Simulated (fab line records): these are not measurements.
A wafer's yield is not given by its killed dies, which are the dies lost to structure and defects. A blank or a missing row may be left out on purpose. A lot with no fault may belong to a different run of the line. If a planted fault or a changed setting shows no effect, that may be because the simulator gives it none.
Which tool is to blame? :: flow sky130 :: 14 lots, 42 wafers sampled, at 7 steps of a route of 708

== WHAT EACH GAUGE READ, for each wafer ==
SKY_VIA2_THK_MEAS_23: measures by xrf. Usual: VIA2_W_THK typically reads 441 nm, with standard deviation 6.7.
lot: L893
measured: day 36 21:55
on: filmMetro-04
VIA2_W_THK (nm): 436 431 433
flag: 

lot: L895
measured: day 37 18:54
on: filmMetro-04
VIA2_W_THK (nm): 435 433 433
flag: 

lot: L896
measured: day 38 07:15
on: filmMetro-01
VIA2_W_THK (nm): 428 435 435
flag: 

lot: L897
measured: day 38 14:03
on: filmMetro-01
VIA2_W_THK (nm): 431 438 432
flag: 

lot: L898
measured: day 38 18:29
on: filmMetro-04
VIA2_W_THK (nm): 439 442 442
flag: 

lot: L900
measured: day 39 06:54
on: filmMetro-01
VIA2_W_THK (nm): 446 437 446
flag: 

lot: L901
measured: day 39 11:52
on: filmMetro-04
VIA2_W_THK (nm): 437 437 433
flag: 

lot: L903
measured: day 40 05:42
on: filmMetro-04
VIA2_W_THK (nm): 436 434 437
flag: 

lot: L904
measured: day 40 11:14
on: filmMetro-01
VIA2_W_THK (nm): 440 439 449
flag: 

lot: L905
measured: day 40 17:52
on: filmMetro-03
VIA2_W_THK (nm): 448 451 443
flag: 

lot: L907
measured: day 41 02:35
on: filmMetro-01
VIA2_W_THK (nm): 436 445 443
flag: 

lot: L908
measured: day 41 11:15
on: filmMetro-04
VIA2_W_THK (nm): 445 440 447
flag: 

lot: L909
measured: day 41 18:47
on: filmMetro-04
VIA2_W_THK (nm): 436 432 439
flag: 

lot: L915
measured: day 43 01:48
on: filmMetro-04
VIA2_W_THK (nm): 442 448 440
flag: 

SKY_VIA3_CD_MEAS_12: target cd 200 nm. Usual: 199.9 nm for cdNm, sd 1.5.
lot: L893
measured: day 40 05:23
on: cdSem-02
cdNm (nm): 200.6 201.1 201.8
flag: 

lot: L895
measured: day 41 01:30
on: cdSem-02
cdNm (nm): 199.6 200.0 199.0
flag: 

lot: L896
measured: day 41 13:20
on: cdSem-02
cdNm (nm): 196.7 197.5 198.5
flag: 

lot: L897
measured: day 41 19:41
on: cdSem-02
cdNm (nm): 200.4 200.5 200.8
flag: 

lot: L898
measured: day 41 23:03
on: cdSem-02
cdNm (nm): 200.3 199.9 198.8
flag: 

lot: L900
measured: day 42 10:25
on: cdSem-02
cdNm (nm): 201.3 202.1 200.6
flag: 

lot: L901
measured: day 42 15:26
on: cdSem-01
cdNm (nm): 199.0 200.2 199.6
flag: 

lot: L903
measured: day 43 07:40
on: cdSem-01
cdNm (nm): 203.9 203.9 203.5
flag: 

lot: L904
measured: day 43 13:50
on: cdSem-02
cdNm (nm): 202.1 201.8 200.8
flag: 

lot: L905
measured: day 43 21:03
on: cdSem-01
cdNm (nm): 199.1 198.8 197.5
flag: 

lot: L907
measured: day 44 04:29
on: cdSem-01
cdNm (nm): 199.0 196.4 197.7
flag: 

lot: L908
measured: day 44 11:38
on: cdSem-01
cdNm (nm): 197.7 200.1 198.5
flag: 

lot: L909
measured: day 44 18:57
on: cdSem-02
cdNm (nm): 198.1 199.1 198.8
flag: 

lot: L915
measured: day 45 23:10
on: cdSem-02
cdNm (nm): 202.5 202.4 200.8
flag: 

SKY_VIA4_BOW_MEAS_03. Usual: VIA4_BOW typically reads 79 um, with standard deviation 8.4.
lot: L893
measured: day 42 12:21
on: filmMetro-03
VIA4_BOW (um): 78 76 75
flag: 

lot: L895
measured: day 43 04:35
on: filmMetro-04
VIA4_BOW (um): 76 72 94
flag: 

lot: L896
measured: day 43 16:18
on: filmMetro-04
VIA4_BOW (um): 86 61 78
flag: 

lot: L897
measured: day 43 22:38
on: filmMetro-04
VIA4_BOW (um): 96 83 81
flag: 

lot: L898
measured: day 44 01:03
on: filmMetro-01
VIA4_BOW (um): 68 77 67
flag: 

lot: L900
measured: day 44 11:28
on: filmMetro-04
VIA4_BOW (um): 88 83 85
flag: 

lot: L901
measured: day 44 17:39
on: filmMetro-04
VIA4_BOW (um): 78 87 74
flag: 

lot: L903
measured: day 45 08:39
on: filmMetro-01
VIA4_BOW (um): 78 78 86
flag: 

lot: L904
measured: day 45 14:07
on: filmMetro-04
VIA4_BOW (um): 73 79 81
flag: 

lot: L905
measured: day 45 21:01
on: filmMetro-01
VIA4_BOW (um): 84 80 84
flag: 

lot: L909
measured: day 46 16:45
on: filmMetro-04
VIA4_BOW (um): 68 84 82
flag: 

lot: L915
measured: day 47 20:32
on: filmMetro-04
VIA4_BOW (um): 102 85 91
flag: 

== WHICH TOOL RAN EACH LOT (tool, then ch and the chambers of the sampled wafers, then the start) ==
lot: L893
SKY_METAL4_ETCH_16: rieMetal-03 ch 0,1, day 42 10:54
SKY_METAL4_ETCH_17: rieDiel-01 ch 0,2, day 42 11:00
SKY_METAL4_METAL_ETCH_18: rieMetal-02 ch 1, day 42 11:01
SKY_METAL4_STRIP_19: plasmaAsher-02 ch 0,1, day 42 11:12

lot: L895
SKY_METAL4_ETCH_16: rieMetal-01 ch 0,1, day 43 03:06
SKY_METAL4_ETCH_17: rieDiel-03 ch 1,2,3, day 43 03:12
SKY_METAL4_METAL_ETCH_18: rieMetal-02 ch 0,1, day 43 03:13
SKY_METAL4_STRIP_19: plasmaAsher-03 ch 0,1, day 43 03:24

lot: L896
SKY_METAL4_ETCH_16: rieMetal-01 ch 0, day 43 14:51
SKY_METAL4_ETCH_17: rieDiel-04 ch 2,3, day 43 14:57
SKY_METAL4_METAL_ETCH_18: rieMetal-02 ch 0,1, day 43 14:58
SKY_METAL4_STRIP_19: plasmaAsher-04 ch 0,1, day 43 15:09

lot: L897
SKY_METAL4_ETCH_16: rieMetal-02 ch 0,1, day 43 21:12
SKY_METAL4_ETCH_17: rieDiel-04 ch 0,1, day 43 21:18
SKY_METAL4_METAL_ETCH_18: rieMetal-01 ch 0,1, day 43 21:19
SKY_METAL4_STRIP_19: plasmaAsher-04 ch 0,1, day 43 21:30

lot: L898
SKY_METAL4_ETCH_16: rieMetal-02 ch 0,1, day 43 23:34
SKY_METAL4_ETCH_17: rieDiel-04 ch 0,3, day 43 23:40
SKY_METAL4_METAL_ETCH_18: rieMetal-01 ch 0,1, day 43 23:41
SKY_METAL4_STRIP_19: plasmaAsher-04 ch 0,1, day 43 23:52

lot: L900
SKY_METAL4_ETCH_16: rieMetal-01 ch 0,1, day 44 09:51
SKY_METAL4_ETCH_17: rieDiel-01 ch 1,2,3, day 44 09:57
SKY_METAL4_METAL_ETCH_18: rieMetal-03 ch 0,1, day 44 09:58
SKY_METAL4_STRIP_19: plasmaAsher-03 ch 0,1, day 44 10:09

lot: L901
SKY_METAL4_ETCH_16: rieMetal-03 ch 0,1, day 44 16:12
SKY_METAL4_ETCH_17: rieDiel-01 ch 1,3, day 44 16:18
SKY_METAL4_METAL_ETCH_18: rieMetal-01 ch 0,1, day 44 16:19
SKY_METAL4_STRIP_19: plasmaAsher-02 ch 0,1, day 44 16:30

lot: L903
SKY_METAL4_ETCH_16: rieMetal-02 ch 0,1, day 45 07:11
SKY_METAL4_ETCH_17: rieDiel-03 ch 2,3, day 45 07:15
SKY_METAL4_METAL_ETCH_18: rieMetal-03 ch 0,1, day 45 07:20
SKY_METAL4_STRIP_19: plasmaAsher-02 ch 0,1, day 45 07:29

lot: L904
SKY_METAL4_ETCH_16: rieMetal-02 ch 0,1, day 45 12:42
SKY_METAL4_ETCH_17: rieDiel-04 ch 0,1,2, day 45 12:47
SKY_METAL4_METAL_ETCH_18: rieMetal-01 ch 0,1, day 45 12:49
SKY_METAL4_STRIP_19: plasmaAsher-04 ch 0,1, day 45 12:59

lot: L905
SKY_METAL4_ETCH_16: rieMetal-02 ch 0, day 45 19:31
SKY_METAL4_ETCH_17: rieDiel-04 ch 1,2,3, day 45 19:39
SKY_METAL4_METAL_ETCH_18: rieMetal-01 ch 0,1, day 45 19:43
SKY_METAL4_STRIP_19: plasmaAsher-04 ch 0,1, day 45 19:53

lot: L907
SKY_METAL4_ETCH_16: rieMetal-01 ch 0,1, day 46 02:09
SKY_METAL4_ETCH_17: rieDiel-03 ch 1,2,3, day 46 02:14
SKY_METAL4_METAL_ETCH_18: rieMetal-03 ch 0, day 46 02:16
SKY_METAL4_STRIP_19: plasmaAsher-02 ch 0,1, day 46 02:37

lot: L908
SKY_METAL4_ETCH_16: rieMetal-01 ch 0,1, day 46 08:25
SKY_METAL4_ETCH_17: rieDiel-01 ch 0,2,3, day 46 08:31
SKY_METAL4_METAL_ETCH_18: rieMetal-03 ch 0, day 46 08:32
SKY_METAL4_STRIP_19: plasmaAsher-02 ch 0,1, day 46 08:53

lot: L909
SKY_METAL4_ETCH_16: rieMetal-02 ch 0, day 46 15:14
SKY_METAL4_ETCH_17: rieDiel-04 ch 1,2,3, day 46 15:24
SKY_METAL4_METAL_ETCH_18: rieMetal-01 ch 0,1, day 46 15:25
SKY_METAL4_STRIP_19: plasmaAsher-04 ch 0,1, day 46 15:35

lot: L915
SKY_METAL4_ETCH_16: rieMetal-03 ch 1, day 47 18:28
SKY_METAL4_ETCH_17: rieDiel-04 ch 0,2,3, day 47 18:34
SKY_METAL4_METAL_ETCH_18: rieMetal-02 ch 1, day 47 18:35
SKY_METAL4_STRIP_19: plasmaAsher-03 ch 0, day 47 18:56
- SKY_METAL4_ETCH_16: etches BARC in N2/H2, stops on SiO2, time 88.2 s, target depth 60 nm.
- SKY_METAL4_ETCH_17: etches SiO2 in C4F8/O2/Ar, stops on TiN, time 3.9 s, target depth 15 nm.
- SKY_METAL4_METAL_ETCH_18: etches the open film in Cl2/BCl3, stops on SiO2, target depth 845 nm, time 183.1 s.
- SKY_METAL4_STRIP_19: strips in O2/N2.

== WHAT THE TOOLS THEMSELVES READ (means of the sampled wafers that have a number; where no wafer has one, the mark that the record gives instead) ==
SKY_METAL4_ETCH_16. Usual: biasW 100.0 W, standard deviation 0.34; chamberPressureMTorr 30.003 mTorr, standard deviation 0.028; drypumpMotorCurrentA 5.6 A, standard deviation 0.47; h2FlowSccm 200.0 sccm, standard deviation 0.68; oesProductAu 0.625 a.u., standard deviation 0.0048; throttleValvePct 13.206 %, standard deviation 0.0097.
lot: L893
tool: rieMetal-03
biasW (W): 100.2
chamberPressureMTorr (mTorr): 30.018
drypumpMotorCurrentA (A): 5.3
h2FlowSccm (sccm): 200.1
oesProductAu (a.u.): 0.623
throttleValvePct (%): 13.211
flag: 

lot: L895
tool: rieMetal-01
biasW (W): 99.9
chamberPressureMTorr (mTorr): 29.980
drypumpMotorCurrentA (A): 5.5
h2FlowSccm (sccm): 200.3
oesProductAu (a.u.): 0.622
throttleValvePct (%): 13.216
flag: 

lot: L896
tool: rieMetal-01
biasW (W): 99.7
chamberPressureMTorr (mTorr): 29.991
drypumpMotorCurrentA (A): 5.7
h2FlowSccm (sccm): 199.9
oesProductAu (a.u.): 0.624
throttleValvePct (%): 13.201
flag: 

lot: L897
tool: rieMetal-02
biasW (W): 100.0
chamberPressureMTorr (mTorr): 29.982
drypumpMotorCurrentA (A): 5.6
h2FlowSccm (sccm): 200.9
oesProductAu (a.u.): 0.622
throttleValvePct (%): 13.213
flag: 

lot: L898
tool: rieMetal-02
biasW (W): 99.7
chamberPressureMTorr (mTorr): 29.988
drypumpMotorCurrentA (A): 5.6
h2FlowSccm (sccm): 200.5
oesProductAu (a.u.): 0.623
throttleValvePct (%): 13.205
flag: 

lot: L900
tool: rieMetal-01
biasW (W): 100.0
chamberPressureMTorr (mTorr): 30.002
drypumpMotorCurrentA (A): 5.4
h2FlowSccm (sccm): 199.5
oesProductAu (a.u.): 0.623
throttleValvePct (%): 13.209
flag: 

lot: L901
tool: rieMetal-03
biasW (W): 100.1
chamberPressureMTorr (mTorr): 29.996
drypumpMotorCurrentA (A): 5.7
h2FlowSccm (sccm): 199.7
oesProductAu (a.u.): 0.624
throttleValvePct (%): 13.203
flag: 

lot: L903
tool: rieMetal-02
biasW (W): 99.5
chamberPressureMTorr (mTorr): 30.015
drypumpMotorCurrentA (A): 5.9
h2FlowSccm (sccm): 200.2
oesProductAu (a.u.): 0.628
throttleValvePct (%): 13.201
flag: 

lot: L904
tool: rieMetal-02
biasW (W): 99.7
chamberPressureMTorr (mTorr): 30.025
drypumpMotorCurrentA (A): 5.6
h2FlowSccm (sccm): 199.8
oesProductAu (a.u.): 0.629
throttleValvePct (%): 13.193
flag: 

lot: L905
tool: rieMetal-02
biasW (W): 99.5
chamberPressureMTorr (mTorr): 30.014
drypumpMotorCurrentA (A): 5.2
h2FlowSccm (sccm): 199.3
oesProductAu (a.u.): 0.624
throttleValvePct (%): 13.205
flag: 

lot: L907
tool: rieMetal-01
biasW (W): -
chamberPressureMTorr (mTorr): -
drypumpMotorCurrentA (A): -
h2FlowSccm (sccm): -
oesProductAu (a.u.): -
throttleValvePct (%): -
flag: OFF

lot: L908
tool: rieMetal-01
biasW (W): -
chamberPressureMTorr (mTorr): -
drypumpMotorCurrentA (A): -
h2FlowSccm (sccm): -
oesProductAu (a.u.): -
throttleValvePct (%): -
flag: OFF

lot: L909
tool: rieMetal-02
biasW (W): 99.7
chamberPressureMTorr (mTorr): 30.014
drypumpMotorCurrentA (A): 5.2
h2FlowSccm (sccm): 200.1
oesProductAu (a.u.): 0.628
throttleValvePct (%): 13.201
flag: 

lot: L915
tool: rieMetal-03
biasW (W): 100.1
chamberPressureMTorr (mTorr): 30.004
drypumpMotorCurrentA (A): 5.0
h2FlowSccm (sccm): 200.2
oesProductAu (a.u.): 0.626
throttleValvePct (%): 13.206
flag: 

SKY_METAL4_ETCH_17. Usual: biasW 1200 W, standard deviation 3.8; chamberPressureMTorr 40.00 mTorr, standard deviation 0.039; oesProductAu 0.754 a.u., standard deviation 0.0083.
lot: L893
tool: rieDiel-01
biasW (W): 1200
chamberPressureMTorr (mTorr): 39.98
oesProductAu (a.u.): 0.757
flag: 

lot: L895
tool: rieDiel-03
biasW (W): 1199
chamberPressureMTorr (mTorr): 40.02
oesProductAu (a.u.): 0.759
flag: 

lot: L896
tool: rieDiel-04
biasW (W): 1198
chamberPressureMTorr (mTorr): 40.00
oesProductAu (a.u.): 0.761
flag: 

lot: L897
tool: rieDiel-04
biasW (W): 1202
chamberPressureMTorr (mTorr): 40.05
oesProductAu (a.u.): 0.752
flag: 

lot: L898
tool: rieDiel-04
biasW (W): 1200
chamberPressureMTorr (mTorr): 39.99
oesProductAu (a.u.): 0.755
flag: 

lot: L900
tool: rieDiel-01
biasW (W): 1202
chamberPressureMTorr (mTorr): 40.00
oesProductAu (a.u.): 0.755
flag: 

lot: L901
tool: rieDiel-01
biasW (W): 1202
chamberPressureMTorr (mTorr): 39.99
oesProductAu (a.u.): 0.754
flag: 

lot: L903
tool: rieDiel-03
biasW (W): 1202
chamberPressureMTorr (mTorr): 40.04
oesProductAu (a.u.): 0.753
flag: 

lot: L904
tool: rieDiel-04
biasW (W): 1198
chamberPressureMTorr (mTorr): 40.04
oesProductAu (a.u.): 0.762
flag: 

lot: L905
tool: rieDiel-04
biasW (W): 1200
chamberPressureMTorr (mTorr): 39.98
oesProductAu (a.u.): 0.755
flag: 

lot: L907
tool: rieDiel-03
biasW (W): 1200
chamberPressureMTorr (mTorr): 39.98
oesProductAu (a.u.): 0.371
flag: OFF

lot: L908
tool: rieDiel-01
biasW (W): 1202
chamberPressureMTorr (mTorr): 40.00
oesProductAu (a.u.): 0.380
flag: OFF

lot: L909
tool: rieDiel-04
biasW (W): 1201
chamberPressureMTorr (mTorr): 40.00
oesProductAu (a.u.): 0.753
flag: 

lot: L915
tool: rieDiel-04
biasW (W): 1194
chamberPressureMTorr (mTorr): 39.96
oesProductAu (a.u.): 0.757
flag: 

SKY_METAL4_METAL_ETCH_18. Usual: bcl3FlowSccm 30.00 sccm, standard deviation 0.089; biasW 48.50 W, standard deviation 0.16; drypumpMotorCurrentA 5.6 A, standard deviation 0.45; oesProductAu 0.865 a.u., standard deviation 0.0085; throttleValvePct 22.265 %, standard deviation 0.0089.
lot: L893
tool: rieMetal-02
bcl3FlowSccm (sccm): 30.07
biasW (W): 48.56
drypumpMotorCurrentA (A): 6.3
oesProductAu (a.u.): 0.866
throttleValvePct (%): 22.261
flag: 

lot: L895
tool: rieMetal-02
bcl3FlowSccm (sccm): 29.91
biasW (W): 48.53
drypumpMotorCurrentA (A): 5.6
oesProductAu (a.u.): 0.877
throttleValvePct (%): 22.258
flag: 

lot: L896
tool: rieMetal-02
bcl3FlowSccm (sccm): 29.95
biasW (W): 48.51
drypumpMotorCurrentA (A): 5.9
oesProductAu (a.u.): 0.865
throttleValvePct (%): 22.263
flag: 

lot: L897
tool: rieMetal-01
bcl3FlowSccm (sccm): 30.09
biasW (W): 48.69
drypumpMotorCurrentA (A): 5.4
oesProductAu (a.u.): 0.871
throttleValvePct (%): 22.271
flag: 

lot: L898
tool: rieMetal-01
bcl3FlowSccm (sccm): 30.02
biasW (W): 48.58
drypumpMotorCurrentA (A): 5.5
oesProductAu (a.u.): 0.872
throttleValvePct (%): 22.265
flag: 

lot: L900
tool: rieMetal-03
bcl3FlowSccm (sccm): 30.16
biasW (W): 48.50
drypumpMotorCurrentA (A): 5.7
oesProductAu (a.u.): 0.868
throttleValvePct (%): 22.268
flag: 

lot: L901
tool: rieMetal-01
bcl3FlowSccm (sccm): 29.96
biasW (W): 48.40
drypumpMotorCurrentA (A): 5.5
oesProductAu (a.u.): 0.855
throttleValvePct (%): 22.266
flag: 

lot: L903
tool: rieMetal-03
bcl3FlowSccm (sccm): 29.98
biasW (W): 48.47
drypumpMotorCurrentA (A): 5.3
oesProductAu (a.u.): 0.871
throttleValvePct (%): 22.270
flag: 

lot: L904
tool: rieMetal-01
bcl3FlowSccm (sccm): 30.04
biasW (W): 48.54
drypumpMotorCurrentA (A): 5.5
oesProductAu (a.u.): 0.862
throttleValvePct (%): 22.262
flag: 

lot: L905
tool: rieMetal-01
bcl3FlowSccm (sccm): 29.94
biasW (W): 48.48
drypumpMotorCurrentA (A): 5.4
oesProductAu (a.u.): 0.861
throttleValvePct (%): 22.272
flag: 

lot: L907
tool: rieMetal-03
bcl3FlowSccm (sccm): 29.99
biasW (W): 48.43
drypumpMotorCurrentA (A): 6.0
oesProductAu (a.u.): 0.371
throttleValvePct (%): 22.272
flag: OFF

lot: L908
tool: rieMetal-03
bcl3FlowSccm (sccm): 29.91
biasW (W): 48.51
drypumpMotorCurrentA (A): 6.0
oesProductAu (a.u.): 0.375
throttleValvePct (%): 22.266
flag: OFF

lot: L909
tool: rieMetal-01
bcl3FlowSccm (sccm): 30.06
biasW (W): 48.40
drypumpMotorCurrentA (A): 5.6
oesProductAu (a.u.): 0.867
throttleValvePct (%): 22.261
flag: 

lot: L915
tool: rieMetal-02
bcl3FlowSccm (sccm): 30.07
biasW (W): 48.59
drypumpMotorCurrentA (A): 6.3
oesProductAu (a.u.): 0.866
throttleValvePct (%): 22.262
flag: 

SKY_METAL4_STRIP_19. Usual: drypumpMotorCurrentA 5.6 A, standard deviation 0.48; oesProductAu 0.502 a.u., standard deviation 0.0061; stripTimeToEndpointS 6.53 s, standard deviation 0.076.
lot: L893
tool: plasmaAsher-02
drypumpMotorCurrentA (A): 5.6
oesProductAu (a.u.): 0.494
stripTimeToEndpointS (s): 6.38
flag: 

lot: L895
tool: plasmaAsher-03
drypumpMotorCurrentA (A): 6.4
oesProductAu (a.u.): 0.504
stripTimeToEndpointS (s): 6.54
flag: 

lot: L896
tool: plasmaAsher-04
drypumpMotorCurrentA (A): 5.2
oesProductAu (a.u.): 0.502
stripTimeToEndpointS (s): 6.43
flag: 

lot: L897
tool: plasmaAsher-04
drypumpMotorCurrentA (A): 5.2
oesProductAu (a.u.): 0.503
stripTimeToEndpointS (s): 6.51
flag: 

lot: L898
tool: plasmaAsher-04
drypumpMotorCurrentA (A): 5.2
oesProductAu (a.u.): 0.495
stripTimeToEndpointS (s): 6.53
flag: 

lot: L900
tool: plasmaAsher-03
drypumpMotorCurrentA (A): 6.4
oesProductAu (a.u.): 0.502
stripTimeToEndpointS (s): 6.58
flag: 

lot: L901
tool: plasmaAsher-02
drypumpMotorCurrentA (A): 5.5
oesProductAu (a.u.): 0.505
stripTimeToEndpointS (s): 6.53
flag: 

lot: L903
tool: plasmaAsher-02
drypumpMotorCurrentA (A): 5.6
oesProductAu (a.u.): 0.506
stripTimeToEndpointS (s): 6.67
flag: 

lot: L904
tool: plasmaAsher-04
drypumpMotorCurrentA (A): 5.2
oesProductAu (a.u.): 0.501
stripTimeToEndpointS (s): 6.50
flag: 

lot: L905
tool: plasmaAsher-04
drypumpMotorCurrentA (A): 5.2
oesProductAu (a.u.): 0.503
stripTimeToEndpointS (s): 6.53
flag: 

lot: L907
tool: plasmaAsher-02
drypumpMotorCurrentA (A): 5.5
oesProductAu (a.u.): 0.521
stripTimeToEndpointS (s): 7.00
flag: OFF

lot: L908
tool: plasmaAsher-02
drypumpMotorCurrentA (A): 5.5
oesProductAu (a.u.): 0.518
stripTimeToEndpointS (s): 6.93
flag: OFF

lot: L909
tool: plasmaAsher-04
drypumpMotorCurrentA (A): 5.2
oesProductAu (a.u.): 0.504
stripTimeToEndpointS (s): 6.54
flag: 

lot: L915
tool: plasmaAsher-03
drypumpMotorCurrentA (A): 5.9
oesProductAu (a.u.): 0.506
stripTimeToEndpointS (s): 6.53
flag: 

== THE ANSWER, worked out from the rows above alone ==
Rule: a lot is off if the mean of its wafers that have a number lies more than 3 standard deviations from the usual mean. A lot without any number at a reading at which 4 lots or more have one is off too. Where the step has rows for the other lots, those lots are counted as sound. The gauges are gone through in route order, then the tools' own readings, and for those a lot's mean is taken as printed above. The first step at which some lot is off is used, and at that step the reading that is off furthest; a lot without a number counts as furthest.
Off: L907, L908, at SKY_METAL4_ETCH_16 (biasW). Without a number there: L907, L908.
If a tool, at that step or one of the process steps before it, ran each lot that is off and ran no sound lot following the first of them, it fits. One fits: SKY_METAL4_ETCH_16 on rieMetal-01. A fault onset in the window from L900 (day 44 09:51, its last sound lot) to L907 (day 46 02:09, its first lot off) fits.
Blank at SKY_METAL4_ETCH_16 on the lots that are off, where sound lots have numbers: biasW, chamberPressureMTorr, drypumpMotorCurrentA, h2FlowSccm, oesProductAu, throttleValvePct.

== WHAT THE SIMULATOR HAD PUT IN ==
Whole step skipped at SKY_METAL4_ETCH_16 on rieMetal-01, starting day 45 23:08. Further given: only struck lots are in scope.
Lots struck among those shown: L907, L908. Same finding as the rule above.
